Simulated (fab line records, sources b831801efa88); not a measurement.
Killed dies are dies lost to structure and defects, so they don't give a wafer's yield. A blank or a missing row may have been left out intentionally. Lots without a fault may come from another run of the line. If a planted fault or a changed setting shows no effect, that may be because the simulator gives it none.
Matching of chambers :: flow gf180mcu :: GF_PASSIVATION_ETCH_11 on rie diel-01: 4 sister chambers
The step etches the open film in CF4/O2, stops on TiN, target depth 2040 nm, time 453.3 s. 8 wafers are shown with their chamber, then 8 later ones without.

== EACH WAFER AND ITS CHAMBER ==
wafer: L076.2
chamber: 2
oes product au (a.u.): 0.995
throttle valve pct (%): 5.969

wafer: L078.4
chamber: 0
oes product au (a.u.): 0.992
throttle valve pct (%): 5.963

wafer: L078.6
chamber: 0
oes product au (a.u.): 0.989
throttle valve pct (%): 5.969

wafer: L086.4
chamber: 2
oes product au (a.u.): 0.993
throttle valve pct (%): 5.969

wafer: L087.1
chamber: 1
oes product au (a.u.): 0.992
throttle valve pct (%): 5.976

wafer: L087.4
chamber: 3
oes product au (a.u.): 1.002
throttle valve pct (%): 5.964

wafer: L087.6
chamber: 1
oes product au (a.u.): 0.996
throttle valve pct (%): 5.970

wafer: L089.1
chamber: 3
oes product au (a.u.): 0.994
throttle valve pct (%): 5.986

== WAFERS WITH NO CHAMBER GIVEN ==
wafer: L089.4
oes product au (a.u.): 0.983
throttle valve pct (%): 5.971

wafer: L089.6
oes product au (a.u.): 0.991
throttle valve pct (%): 5.978

wafer: L091.1
oes product au (a.u.): 0.991
throttle valve pct (%): 5.969

wafer: L091.4
oes product au (a.u.): 0.991
throttle valve pct (%): 5.965

wafer: L091.6
oes product au (a.u.): 0.994
throttle valve pct (%): 5.961

wafer: L092.1
oes product au (a.u.): 0.991
throttle valve pct (%): 5.971

wafer: L092.2
oes product au (a.u.): 0.989
throttle valve pct (%): 5.973

wafer: L092.6
oes product au (a.u.): 0.988
throttle valve pct (%): 5.953

== EACH ONE'S CHAMBER ==
wafer: L089.4
from the rows above: can't be placed: 0 or 1 or 2
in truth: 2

wafer: L089.6
from the rows above: can't be placed: 1 or 2 or 0 or 3
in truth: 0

wafer: L091.1
from the rows above: can't be placed: 0 or 2 or 1 or 3
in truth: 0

wafer: L091.4
from the rows above: can't be placed: 0 or 2 or 1
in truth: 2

wafer: L091.6
from the rows above: can't be placed: 2 or 0 or 1 or 3
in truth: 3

wafer: L092.1
from the rows above: can't be placed: 0 or 1 or 2 or 3
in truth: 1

wafer: L092.2
from the rows above: can't be placed: 0 or 1 or 2 or 3
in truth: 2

wafer: L092.6
from the rows above: can't be placed: 0 or 2 or 1
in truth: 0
Placed correctly: 0 of 8. From these rows, 8 cannot be placed; in 8 the true chamber is one of the candidates. 0 placed wrongly.
How it was worked out, from the rows above alone: a wafer's distance from a chamber is the root of the sum, over the readings, of the square of ((its reading less the chamber's mean) divided by the reading's scatter). If the next closest chamber is less than 2 further off than the closest, the wafer can't be placed; otherwise it belongs to the closest. Each chamber's mean is taken over the wafers shown for it. The scatter: the root of (the sum of the squares of (reading less its chamber's mean) over the shown wafers, divided by (wafers less chambers)).
